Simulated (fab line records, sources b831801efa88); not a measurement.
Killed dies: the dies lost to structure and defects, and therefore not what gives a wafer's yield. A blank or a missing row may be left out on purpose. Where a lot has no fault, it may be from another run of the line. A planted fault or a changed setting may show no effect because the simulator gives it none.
Chamber matching -- flow gf180mcu -- GF_CONTACT_CMP_04 on cmp-01: 4 sister chambers
The step polishes SiO2. 4 wafers are shown with their chamber, then 12 later ones without.

WAFERS WITH THEIR CHAMBER
wafer,chamber,motor_current_A (A)
L188.6,3,9.7
L190.4,0,12.6
L196.5,1,15.5
L196.6,2,10.4

WAFERS WITH NO CHAMBER GIVEN
wafer,motor_current_A (A)
L197.2,12.1
L197.4,15.0
L197.5,9.3
L200.1,12.1
L200.2,8.9
L200.5,9.9
L201.1,9.6
L201.4,12.3
L201.5,15.2
L204.2,10.8
L204.4,15.2
L204.6,10.6

THE CHAMBER EACH PASSED THROUGH
wafer,from the rows above,in truth
L197.2,0,0
L197.4,1,1
L197.5,can't be placed: 3 or 2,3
L200.1,0,0
L200.2,can't be placed: 3 or 2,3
L200.5,can't be placed: 3 or 2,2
L201.1,can't be placed: 3 or 2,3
L201.4,0,0
L201.5,1,1
L204.2,can't be placed: 2 or 3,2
L204.4,1,1
L204.6,can't be placed: 2 or 3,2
6 of 12 placed correctly. Not placeable from these rows: 6 (in 6, the candidates include the true chamber). 0 placed wrongly.
How it was worked out, from the rows above alone: a wafer's distance from a chamber is the root of the sum, over the readings, of the square of ((its reading less the chamber's mean) divided by the reading's scatter). The wafer belongs to the nearest chamber; if the next one is less than 2 further off, it can't be placed. A chamber's mean is the mean of its shown wafers. The scatter: root of mean squared gap, hidden wafer to nearest shown wafer, with one shown wafer a chamber.
